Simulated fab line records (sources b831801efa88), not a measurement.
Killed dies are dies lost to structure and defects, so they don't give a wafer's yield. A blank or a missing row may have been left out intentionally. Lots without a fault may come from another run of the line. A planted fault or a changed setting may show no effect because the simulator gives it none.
Which tool did it? :: flow gf180mcu :: 6 lots, 18 wafers sampled, at 3 steps of a route of 602

== WHAT EACH GAUGE READ, for each wafer ==
GF_DUAL_GATE_THK_MEAS_03.
lot: L157
measured: day 8 00:02
on: film_metro-03
DUAL_GATE_OXIDATION_00_THK (nm): 10.99 10.92 11.18

lot: L160
measured: day 8 20:40
on: film_metro-03
DUAL_GATE_OXIDATION_00_THK (nm): 10.93 10.99 11.17

lot: L162
measured: day 9 10:34
on: film_metro-02
DUAL_GATE_OXIDATION_00_THK (nm): 18.03 18.32 17.69

lot: L167
measured: day 11 00:07
on: film_metro-03
DUAL_GATE_OXIDATION_00_THK (nm): 17.02 17.26 17.47

lot: L170
measured: day 11 13:02
on: film_metro-02
DUAL_GATE_OXIDATION_00_THK (nm): 10.96 10.87 11.01

lot: L173
measured: day 12 12:25
on: film_metro-04
DUAL_GATE_OXIDATION_00_THK (nm): 10.54 10.80 10.82

== EACH LOT AND THE TOOL THAT RAN IT (in order: tool; ch and the chambers of the sampled wafers; start) ==
lot: L157
GF_VT_IMPLANT_STRIP_20: plasma_asher-01 ch 0,1, day 6 12:06
GF_DUAL_GATE_OXIDATION_02: furnace-02 ch 0, day 7 22:35

lot: L160
GF_VT_IMPLANT_STRIP_20: plasma_asher-03 ch 0,1, day 7 09:32
GF_DUAL_GATE_OXIDATION_02: furnace-02 ch 0, day 8 19:13

lot: L162
GF_VT_IMPLANT_STRIP_20: plasma_asher-04 ch 0, day 7 19:09
GF_DUAL_GATE_OXIDATION_02: furnace-01 ch 0, day 9 06:19 and furnace-02 ch 0, day 9 09:07

lot: L167
GF_VT_IMPLANT_STRIP_20: plasma_asher-01 ch 0, day 9 07:17
GF_DUAL_GATE_OXIDATION_02: furnace-02 ch 0, day 10 20:59 and furnace-01 ch 0, day 10 22:35

lot: L170
GF_VT_IMPLANT_STRIP_20: plasma_asher-03 ch 0,1, day 9 22:02
GF_DUAL_GATE_OXIDATION_02: furnace-02 ch 0, day 11 11:34

lot: L173
GF_VT_IMPLANT_STRIP_20: plasma_asher-03 ch 0,1, day 10 19:59
GF_DUAL_GATE_OXIDATION_02: furnace-01 ch 0, day 12 10:58
- GF_VT_IMPLANT_STRIP_20: strips in O2/N2.
- GF_DUAL_GATE_OXIDATION_02: stabilise 600 s, purge 300 s, target thk 10.887 nm.

== THE ANSWER, worked out from the rows above alone ==
Rule: the lots themselves supply what counts as usual. The widest of any qualifying gaps counts: lots, ordered by their means at a reading, are off when they make up no more than a third of the lots, leave a main group of 4 or more, and stand apart from it by 3 or more times the standard deviation of that group's means. The tables above print the reading to a certain number of digits; a main group whose means all agree to those digits is not used. Also off: a lot with no number at a reading for which 4 or more lots have one. Any other lot the step has rows for is counted as sound.
Off: L162, L167, at GF_DUAL_GATE_THK_MEAS_03 (DUAL_GATE_OXIDATION_00_THK). Mean 10.93 nm and standard deviation 0.13 in the main group.
If a tool, at a process step before that reading, ran all the lots that are off and no sound lot after the first of them, it fits. The gauges at GF_DUAL_GATE_THK_MEAS_03 are tried like those tools. Not one of the candidates tried fits.

== WHAT THE SIMULATOR PUT IN ==
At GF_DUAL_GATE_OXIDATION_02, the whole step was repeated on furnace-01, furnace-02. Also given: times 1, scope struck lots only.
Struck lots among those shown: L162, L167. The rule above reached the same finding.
